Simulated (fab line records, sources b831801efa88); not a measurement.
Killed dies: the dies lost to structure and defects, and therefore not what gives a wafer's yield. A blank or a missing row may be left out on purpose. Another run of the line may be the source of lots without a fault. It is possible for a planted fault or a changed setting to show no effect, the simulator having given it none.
fab line records -- flow sky130
record lots=6, wafers=18, last_day=50
route steps=708 shown FIELD_ISO@6 PAD_OPEN@708
lots that met no fault: from a run of the same line without faults
start_h: hours from the record's opening day to when the first of the lot's shown wafers began -- wait_h: hours elapsed since this lot's preceding step -- " unchanged from the row above -- L1.1+2: one row covering several wafers at once -- - no value, or no start was given -- * or withheld: withheld -- < > ~ a bound
route shown NAME@n: a module of which the file shows steps, and the number in the route of the first -- usual: the fault-free wafers' mean and standard deviation -- same: alike in all rows -- chamber/n: place in a boat -- sites: readings site by site -- _std_site: their standard deviation -- _edge_site: inner sites' mean taken away from outer sites' mean -- radius_mm: how far each site lies from the wafer's centre -- mask NAME#n: copy n -- behind: the most recent tool/chamber to have shaped the wafer -- hold: why the lot was held/for how many hours/how that ended -- device: the transistor (n, p or np) that didn't switch -- end of line: tests of these same wafers at the route's end -- a step without rows: its recipe alone -- killed: count of dies lost to structure and defects at first sort (not the wafer's yield) -- map: a wafer's dies, marking killed ones x, the rest . and places with no die _
set.NAME: the setting that was run; set.NAME@STEP: the one run at that earlier step -- model.NAME: the simulator's own value behind a step, which no gauge read
lots at selected steps of the route; one table per step, one row per wafer
services: a tool's chamber out of use, with start hour (start_h, from the record's first day; less than 0 if before it), hours out, and reason
## steps
# step SKY_FIELD_ISO_DEHYDRATE_05
# recipe temp_c=200, time_s=60
# step SKY_FIELD_ISO_HMDS_06
# recipe prime_time_s=60, prime_temp_c=120
# step SKY_FIELD_ISO_COAT_07
# recipe resist=BARC, temp_c=withheld, time_s=withheld, spin_rpm=3000, resist_thk_nm=60
# step SKY_FIELD_ISO_COAT_08
# recipe resist=KrF-thick, spin_rpm=3000, resist_thk_nm=450
# step SKY_FIELD_ISO_SOFTBAKE_09
# recipe temp_c=100, time_s=90, resist=KrF-thick
# step SKY_FIELD_ISO_EXPOSE_10
# recipe mask_id=FOM, na=0.68, source_shape=annular, sigma_inner=0.4, sigma_outer=0.8, target_cd_nm=150, dose_mj=28
# step SKY_FIELD_ISO_PEB_11
# recipe peb_temp_c=withheld, peb_time_s=withheld, resist=KrF-thick
# step SKY_FIELD_ISO_DEVELOP_12
# recipe develop_time_s=60, resist=KrF-thick, dev_temp_c=21
# step SKY_FIELD_ISO_CD_MEAS_13
# recipe target_cd_nm=150
# usual cd_nm=150.6/1.5
lot.wafer,tool,chamber,start_h,wait_h,cd_nm
L213.1,cd_sem-02,-,38.95,-,153.8
L213.2,cd_sem-02,-,38.95,-,152.4
L213.3,cd_sem-02,-,38.95,-,151.5
L214.2,cd_sem-02,-,44.29,-,150.0
L214.3,cd_sem-02,-,44.29,-,149.5
L214.6,cd_sem-02,-,44.29,-,149.5
L222.1,cd_sem-01,-,85.17,-,149.7
L222.2,cd_sem-01,-,85.17,-,151.3
L222.6,cd_sem-01,-,85.17,-,151.2
L223.3,cd_sem-01,-,90.89,-,149.8
L223.5,cd_sem-01,-,90.89,-,150.0
L223.6,cd_sem-01,-,90.89,-,150.1
L226.1,cd_sem-01,-,106.22,-,149.4
L226.2,cd_sem-01,-,106.22,-,149.7
L226.6,cd_sem-01,-,106.22,-,151.3
L232.1,cd_sem-02,-,140.00,-,152.4
L232.4,cd_sem-02,-,140.00,-,151.8
L232.6,cd_sem-02,-,140.00,-,154.1
# step SKY_FIELD_ISO_ETCH_14
# recipe chemistry=N2/H2, target=BARC, ion_energy_ev=200, source_w=500, bias_w=100, pressure_mtorr=30, n2_flow_sccm=100, h2_flow_sccm=200, stop_on=SiO2, time_s=45.9, target_depth_a=600
# usual bias_w=100.04/0.28, drypump_motor_current_A=5.5/0.57, oes_product_au=0.855/0.0045, throttle_valve_pct=13.226/0.0091
lot.wafer,tool,chamber,start_h,wait_h,bias_w,drypump_motor_current_A,oes_product_au,rf_hours_counter_h,throttle_valve_pct
L213.1,rie_diel-01,2,39.07,0.1,100.58,5.4,0.856,106,13.231
L213.2,rie_diel-01,0,39.07,0.1,100.19,5.2,0.850,6,13.227
L213.3,rie_diel-01,3,39.07,0.1,100.27,5.0,0.860,147,13.233
L214.2,rie_diel-03,1,44.39,0.1,100.00,4.9,0.858,79,13.245
L214.3,rie_diel-03,3,44.39,0.1,99.70,5.7,0.854,85,13.222
L214.6,rie_diel-03,2,44.39,0.1,99.92,6.0,0.853,-,13.217
L222.1,rie_diel-04,2,85.29,0.1,100.29,5.6,0.860,153,13.211
L222.2,rie_diel-04,1,85.29,0.1,100.81,6.8,0.852,141,13.208
L222.6,rie_diel-04,3,85.29,0.1,100.07,5.8,0.846,-,13.225
L223.3,rie_diel-01,0,90.97,0.1,99.88,5.1,0.859,7,13.226
L223.5,rie_diel-01,0,90.97,0.1,100.16,5.1,0.854,-,13.218
L223.6,rie_diel-01,3,90.97,0.1,100.35,5.0,0.857,-,13.240
L226.1,rie_diel-04,1,106.34,0.1,99.27,6.8,0.850,141,13.217
L226.2,rie_diel-04,0,106.34,0.1,100.00,5.1,0.855,9,13.206
L226.6,rie_diel-04,1,106.34,0.1,99.53,6.8,0.861,-,13.209
L232.1,rie_diel-04,0,140.12,0.1,99.82,5.0,0.861,9,13.228
L232.4,rie_diel-04,3,140.12,0.1,99.74,5.8,0.851,124,13.220
L232.6,rie_diel-04,0,140.12,0.1,99.91,5.1,0.856,-,13.213
# step SKY_FIELD_ISO_ETCH_15
# recipe chemistry=CHF3/O2, target_depth_nm=180, stop_on=Si, source_w=600, bias_w=200, pressure_mtorr=40, chf3_flow_sccm=50, O2_flow_sccm=5, time_s=72
# usual bias_w=200.0/0.54, drypump_motor_current_A=5.5/0.55, oes_product_au=0.947/0.0068, throttle_valve_pct=8.845/0.0098
lot.wafer,tool,chamber,start_h,wait_h,bias_w,drypump_motor_current_A,oes_product_au,rf_hours_counter_h,throttle_valve_pct
L213.1,rie_diel-01,2,39.11,0.0,199.2,5.4,0.938,106,8.841
L213.2,rie_diel-01,0,39.11,0.0,199.5,5.1,0.936,6,8.831
L213.3,rie_diel-01,3,39.11,0.0,199.9,5.0,0.937,147,8.836
L214.2,rie_diel-03,1,44.43,0.0,200.0,4.8,0.945,79,8.832
L214.3,rie_diel-03,3,44.43,0.0,200.7,5.7,0.946,86,8.834
L214.6,rie_diel-03,2,44.43,0.0,199.6,6.0,0.947,-,8.855
L222.1,rie_diel-04,2,85.33,0.0,198.8,5.7,0.945,153,8.860
L222.2,rie_diel-04,1,85.33,0.0,200.0,6.8,0.951,141,8.854
L222.6,rie_diel-04,3,85.33,0.0,199.6,5.8,0.947,-,8.849
L223.3,rie_diel-01,0,91.01,0.0,200.1,5.1,0.952,7,8.852
L223.5,rie_diel-01,0,91.01,0.0,199.0,5.1,0.948,-,8.845
L223.6,rie_diel-01,3,91.01,0.0,199.8,5.0,0.951,-,8.845
L226.1,rie_diel-04,1,106.38,0.0,200.1,6.8,0.944,141,8.844
L226.2,rie_diel-04,0,106.38,0.0,200.3,5.0,0.955,9,8.844
L226.6,rie_diel-04,1,106.38,0.0,200.9,6.8,0.960,-,8.850
L232.1,rie_diel-04,0,140.16,0.0,200.4,5.1,0.956,9,8.843
L232.4,rie_diel-04,3,140.16,0.0,199.5,5.8,0.950,124,8.868
L232.6,rie_diel-04,0,140.16,0.0,200.3,5.0,0.945,-,8.850
# step SKY_FIELD_ISO_STRIP_16
# recipe chemistry=O2/N2, power_w=1400, pressure_mtorr=1500, platen_temp_c=withheld, o2_flow_sccm=3000, n2_flow_sccm=300, overash_fraction=0.5
# usual drypump_motor_current_A=5.5/0.53, oes_product_au=0.379/0.0039, strip_time_to_endpoint_s=3.552/0.024
lot.wafer,tool,chamber,start_h,wait_h,drypump_motor_current_A,oes_product_au,rf_hours_counter_h,strip_time_to_endpoint_s
L213.1,plasma_asher-04,0,39.17,0.0,5.1,0.376,37,3.532
L213.2,plasma_asher-04,1,39.17,0.0,5.1,0.374,37,3.545
L213.3,plasma_asher-04,0,39.17,0.0,5.1,0.384,-,3.594
L214.2,plasma_asher-04,0,44.49,0.0,5.1,0.381,38,3.557
L214.3,plasma_asher-04,0,44.49,0.0,5.2,0.383,-,3.513
L214.6,plasma_asher-04,1,44.49,0.0,5.1,0.377,-,3.552
L222.1,plasma_asher-04,1,85.39,0.0,5.1,0.373,42,3.510
L222.2,plasma_asher-04,0,85.39,0.0,5.1,0.372,42,3.565
L222.6,plasma_asher-04,0,85.39,0.0,5.2,0.379,-,3.532
L223.3,plasma_asher-02,0,91.10,0.1,6.4,0.380,-,3.542
L223.5,plasma_asher-02,1,91.10,0.1,6.3,0.380,-,3.524
L223.6,plasma_asher-02,0,91.10,0.1,6.4,0.375,-,3.583
L226.1,plasma_asher-03,0,106.44,0.0,5.0,0.387,29,3.599
L226.2,plasma_asher-03,1,106.44,0.0,5.8,0.382,29,3.535
L226.6,plasma_asher-03,1,106.44,0.0,5.8,0.381,-,3.552
L232.1,plasma_asher-03,0,140.22,0.0,5.0,0.381,32,3.553
L232.4,plasma_asher-03,0,140.22,0.0,5.0,0.381,-,3.541
L232.6,plasma_asher-03,0,140.22,0.0,5.0,0.375,-,3.533
# step SKY_FIELD_ISO_ETCH_17
# recipe target_depth_a=3420, mask_material=Si3N4, chemistry=HBr/Cl2/O2, target=Si, taper_deg=5, icp_w=600, bias_w=150, pressure_mtorr=15, HBr_flow_sccm=150, Cl2_flow_sccm=40, O2_flow_sccm=6, time_s=97.7
# usual bias_w=150.1/0.41, drypump_motor_current_A=5.9/0.31, he_backside_leak_sccm=2.8/0.39, oes_product_au=1.001/0.0078, throttle_valve_pct=25.655/0.011
lot.wafer,tool,chamber,start_h,wait_h,bias_w,drypump_motor_current_A,he_backside_leak_sccm,oes_product_au,rf_hours_counter_h,throttle_valve_pct,model.etch.depth_nm,model.FIELD_ISO.feature_depth_nm
L213.1,rie_si-02,0,39.27,0.1,149.6,5.3,2.9,0.994,3,25.671,337.8,337.8
L213.2,rie_si-02,3,39.27,0.1,150.0,5.7,2.8,1.012,3,25.654,345.3,345.3
L213.3,rie_si-02,1,39.27,0.1,150.0,5.9,2.5,1.001,1,25.665,340.9,340.9
L214.2,rie_si-01,2,44.59,0.1,151.1,6.2,2.6,1.000,98,25.663,343,343
L214.3,rie_si-01,0,44.59,0.1,149.8,5.8,2.9,1.012,80,25.645,348,348
L214.6,rie_si-01,0,44.59,0.1,149.8,5.8,3.0,1.008,-,25.656,346.8,346.8
L222.1,rie_si-01,2,85.49,0.1,149.2,6.2,2.6,1.006,99,25.661,346.2,346.2
L222.2,rie_si-01,0,85.49,0.1,171.1,5.8,3.1,1.032,80,25.620,359.7,359.7
L222.6,rie_si-01,3,85.49,0.1,150.5,6.0,2.5,0.996,-,25.643,344.5,344.5
L223.3,rie_si-01,0,91.17,0.0,171.2,5.8,3.2,1.033,80,25.628,357.3,357.3
L223.5,rie_si-01,1,91.17,0.0,150.1,6.3,2.9,1.000,-,25.646,347,347
L223.6,rie_si-01,0,91.17,0.0,170.7,5.8,5.6,1.027,-,25.653,354.6,354.6
L226.1,rie_si-02,2,106.54,0.1,149.9,5.9,2.8,0.999,39,25.653,338.4,338.4
L226.2,rie_si-02,3,106.54,0.1,148.7,5.7,2.9,0.999,3,25.646,341.8,341.8
L226.6,rie_si-02,3,106.54,0.1,149.3,5.7,3.0,1.008,-,25.652,343.8,343.8
L232.1,rie_si-02,2,140.32,0.1,150.4,6.0,2.7,0.988,40,25.664,338.5,338.5
L232.4,rie_si-02,2,140.32,0.1,150.4,6.0,2.8,0.988,-,25.676,336.3,336.3
L232.6,rie_si-02,0,140.32,0.1,150.2,5.3,3.0,0.975,-,25.659,332.7,332.7
# step SKY_FIELD_ISO_WET_ETCH_18
# recipe chemistry=H3PO4, target_depth_nm=25, temp_c=160, target=Si3N4, time_s=286
# step SKY_PAD_OPEN_PROBE_99
# usual killed_at_M0_to_M3=43/7.4, killed_at_M4_up=3.1/1.9, killed_at_contacts=25/5.4, killed_at_front_end=15/4.3, killed_at_other=0.3/0.54, killed_dies=86/10, killed_open=46/7.4, killed_short=40/7
# same gross_dies=492, killed_at_back_side=0
lot.wafer,tool,chamber,start_h,wait_h,killed_at_M0_to_M3,killed_at_M4_up,killed_at_contacts,killed_at_front_end,killed_at_other,killed_dies,killed_open,killed_short,model.etest.pfet_16v.r_on_ohm_um,model.etest.pfet_16v.drive_ua_um
L213.1,prober-01,-,1094.47,0.1,47,9,23,22,1,102,50,52,1.498e+04,251.8
L213.2,prober-01,-,1094.52,0.1,40,3,37,10,0,90,51,39,1.547e+04,246.2
L213.3,prober-01,-,1094.57,0.2,49,1,21,20,0,91,50,40,1.518e+04,251
L214.2,prober-02,-,1097.85,0.1,53,4,30,12,0,99,58,41,1.53e+04,244.8
L214.3,prober-02,-,1097.90,0.2,30,2,29,16,1,78,42,36,1.564e+04,245.6
L214.6,prober-02,-,1098.05,0.2,47,6,23,14,0,90,49,41,1.545e+04,244.7
L222.1,prober-02,-,1148.13,0.1,33,4,27,14,0,78,42,36,1.546e+04,244.5
L222.2,prober-02,-,1148.18,0.1,35,1,27,14,1,78,42,36,1.618e+04,234.6
L222.6,prober-02,-,1148.38,0.2,43,3,26,19,0,91,48,42,1.534e+04,247.3
L223.3,prober-01,-,1151.08,0.2,49,2,25,17,0,93,44,49,1.63e+04,235.1
L223.5,prober-01,-,1151.18,0.2,52,0,38,10,0,100,59,41,1.557e+04,242.2
L223.6,prober-01,-,1151.23,0.2,45,0,25,13,1,84,53,30,1.595e+04,236.9
L226.1,prober-02,-,1166.49,0.1,41,3,30,14,1,89,45,43,1.515e+04,240.9
L226.2,prober-02,-,1166.54,0.1,50,5,24,22,0,101,53,47,1.531e+04,239.3
L226.6,prober-02,-,1166.74,0.2,53,1,20,19,0,93,49,43,1.533e+04,239.7
L232.1,prober-02,-,1193.99,0.1,42,2,24,15,1,84,39,45,1.497e+04,247.2
L232.4,prober-02,-,1194.14,0.2,38,3,26,10,0,77,49,28,1.489e+04,248.7
L232.6,prober-02,-,1194.24,0.2,29,3,30,10,0,72,45,27,1.468e+04,249
# killed by level:class
L213.1 VIA3:geometric_particle:open=11 METAL4:geometric_particle:short=8 POLY_GATE:geometric_particle:open=7 LI_CONTACT:geometric_particle:short=7 LI_CONTACT:geometric_particle:open=7 VIA1:geometric_particle:short=6 VIA3:geometric_particle:short=6 VIA1:geometric_particle:open=6
L213.2 LI_CONTACT:geometric_particle:open=12 METAL2:geometric_particle:short=8 CONTACT:geometric_particle:open=8 VIA1:geometric_particle:open=8 CONTACT:geometric_particle:short=7 VIA3:geometric_particle:open=7 LOCAL_INTERCONNECT:geometric_particle:short=5 VIA2:geometric_particle:open=5
L213.3 LI_CONTACT:geometric_particle:open=11 METAL2:geometric_particle:short=9 VIA1:geometric_particle:open=8 CONTACT:geometric_particle:open=7 VIA2:geometric_particle:open=7 VIA3:geometric_particle:short=6 POLY_GATE:geometric_particle:open=5 METAL1:geometric_particle:short=5
L214.2 VIA1:geometric_particle:open=14 CONTACT:geometric_particle:open=13 LI_CONTACT:geometric_particle:open=10 METAL2:geometric_particle:short=9 VIA1:geometric_particle:short=7 FIELD_ISO:geometric_particle:open=4 CONTACT:geometric_particle:short=4 METAL3:geometric_particle:short=4
L214.3 LI_CONTACT:geometric_particle:open=10 CONTACT:geometric_particle:open=8 METAL2:geometric_particle:short=6 FIELD_ISO:geometric_particle:open=5 FIELD_ISO:geometric_particle:short=5 LOCAL_INTERCONNECT:geometric_particle:short=5 VIA3:geometric_particle:open=5 POLY_GATE:geometric_particle:open=4
L214.6 VIA1:geometric_particle:open=15 CONTACT:geometric_particle:open=8 LI_CONTACT:geometric_particle:open=6 VIA2:geometric_particle:open=6 VIA3:geometric_particle:open=5 METAL4:geometric_particle:short=5 FIELD_ISO:geometric_particle:short=4 CONTACT:geometric_particle:short=4
L222.1 CONTACT:geometric_particle:open=10 LI_CONTACT:geometric_particle:open=9 VIA2:geometric_particle:open=7 POLY_GATE:geometric_particle:open=5 CONTACT:geometric_particle:short=5 VIA1:geometric_particle:open=4 VIA1:geometric_particle:short=4 METAL2:geometric_particle:short=4
L222.2 LI_CONTACT:geometric_particle:open=9 LOCAL_INTERCONNECT:geometric_particle:short=7 METAL1:geometric_particle:short=7 CONTACT:geometric_particle:open=6 VIA3:geometric_particle:open=6 VIA1:geometric_particle:short=5 VIA2:geometric_particle:open=5 FIELD_ISO:geometric_particle:open=4
L222.6 VIA2:geometric_particle:open=10 VIA1:geometric_particle:open=9 LI_CONTACT:geometric_particle:open=8 VIA3:geometric_particle:open=6 LI_CONTACT:geometric_particle:short=5 LOCAL_INTERCONNECT:geometric_particle:short=5 VIA1:geometric_particle:short=5 FIELD_ISO:geometric_particle:short=4
L223.3 VIA1:geometric_particle:open=9 CONTACT:geometric_particle:open=8 VIA2:geometric_particle:open=7 LOCAL_INTERCONNECT:geometric_particle:short=6 VIA1:geometric_particle:short=6 LI_CONTACT:geometric_particle:short=5 METAL1:geometric_particle:short=5 METAL3:geometric_particle:short=5
L223.5 CONTACT:geometric_particle:open=15 VIA1:geometric_particle:open=14 LI_CONTACT:geometric_particle:open=8 LI_CONTACT:geometric_particle:short=6 METAL1:geometric_particle:short=6 VIA1:geometric_particle:short=6 VIA2:geometric_particle:open=5 LOCAL_INTERCONNECT:geometric_particle:short=4
L223.6 VIA1:geometric_particle:open=13 LI_CONTACT:geometric_particle:open=8 CONTACT:geometric_particle:open=8 VIA2:geometric_particle:open=7 VIA3:geometric_particle:open=5 POLY_GATE:geometric_particle:open=4 POLY_GATE:geometric_particle:short=4 LI_CONTACT:geometric_particle:short=4
L226.1 LI_CONTACT:geometric_particle:open=9 VIA1:geometric_particle:open=9 CONTACT:geometric_particle:open=8 VIA3:geometric_particle:open=6 LI_CONTACT:geometric_particle:short=5 VIA1:geometric_particle:short=5 VIA2:geometric_particle:open=5 FIELD_ISO:geometric_particle:short=4
L226.2 VIA1:geometric_particle:open=12 FIELD_ISO:geometric_particle:short=10 VIA2:geometric_particle:open=9 VIA1:geometric_particle:short=7 LI_CONTACT:geometric_particle:open=6 CONTACT:geometric_particle:open=6 VIA3:geometric_particle:open=6 METAL1:geometric_particle:short=6
L226.6 VIA1:geometric_particle:open=13 CONTACT:geometric_particle:open=10 METAL2:geometric_particle:short=8 VIA3:geometric_particle:open=8 VIA1:geometric_particle:short=6 POLY_GATE:geometric_particle:short=6 METAL1:geometric_particle:short=6 FIELD_ISO:geometric_particle:open=3
L232.1 METAL1:geometric_particle:short=10 CONTACT:geometric_particle:open=8 FIELD_ISO:geometric_particle:short=7 VIA1:geometric_particle:open=6 LI_CONTACT:geometric_particle:open=5 CONTACT:geometric_particle:short=5 VIA2:geometric_particle:open=5 METAL2:geometric_particle:short=4
L232.4 VIA1:geometric_particle:open=12 LI_CONTACT:geometric_particle:open=9 CONTACT:geometric_particle:open=9 VIA2:geometric_particle:open=6 POLY_GATE:geometric_particle:open=4 METAL1:geometric_particle:short=4 VIA2:geometric_particle:short=4 CONTACT:geometric_particle:short=3
L232.6 CONTACT:geometric_particle:open=13 VIA1:geometric_particle:open=7 LI_CONTACT:geometric_particle:open=7 METAL1:geometric_particle:short=6 LI_CONTACT:geometric_particle:short=4 CONTACT:geometric_particle:short=3 VIA2:geometric_particle:open=3 FIELD_ISO:geometric_particle:short=2
## services
tool,chamber,start_h,hours,kind
rie_diel-04,-,46.64,0.6,repair
rie_si-02,0,51.33,1.0,repair
rie_si-01,2,53.00,5.5,repair
rie_si-02,-,57.20,0.7,repair
rie_diel-04,-,68.74,2.8,pm
rie_si-02,2,72.88,8.3,repair
plasma_asher-04,-,108.75,9.0,pm
plasma_asher-04,0,108.75,9.0,vent_cycle
plasma_asher-04,1,108.75,9.0,vent_cycle
rie_diel-04,3,109.79,2.3,repair
rie_diel-03,-,114.59,0.7,repair
plasma_asher-04,0,117.75,-,clean
plasma_asher-04,1,117.75,-,clean
rie_diel-04,0,121.46,6.9,repair
rie_diel-04,2,122.31,4.3,repair
rie_si-02,1,136.88,111.6,repair
## key
first_sign step=SKY_FIELD_ISO_ETCH_17, reading=bias_w, direction=up, sigmas=51, usual=150.1, struck=171.0
effect step=SKY_FIELD_ISO_ETCH_17, reading=oes_product_au, direction=up, sigmas=3.8, usual=1.001, struck=1.031
model_effect step=SKY_FIELD_ISO_ETCH_17, value=etch.depth_nm, without=347.4, struck=357.2
model_effect step=SKY_PAD_OPEN_PROBE_99, value=etest.pfet_16v.r_on_ohm_um, without=1.562e+04, struck=1.614e+04
met_at SKY_FIELD_ISO_ETCH_17
struck_wafers L222.2,L223.3,L223.6
tester_left_out L222,L223
onset_between 44.59 85.49
fault kind=process_parameter_drift, tool=rie_si-01, chamber=0, onset_h=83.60, steps=SKY_FIELD_ISO_ETCH_17, channel=bias_w, offset=21.275, shape=step, end_h=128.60, acts_in=these_recipes_only, stated=150
# tester_left_out: of these lots the tester's yield and bins aren't shown, on N5 and GAA mostly nor the transistor test; their killed dies are dies lost to structure and defects alone, not to doping, threshold or leakage, so they don't give the yield
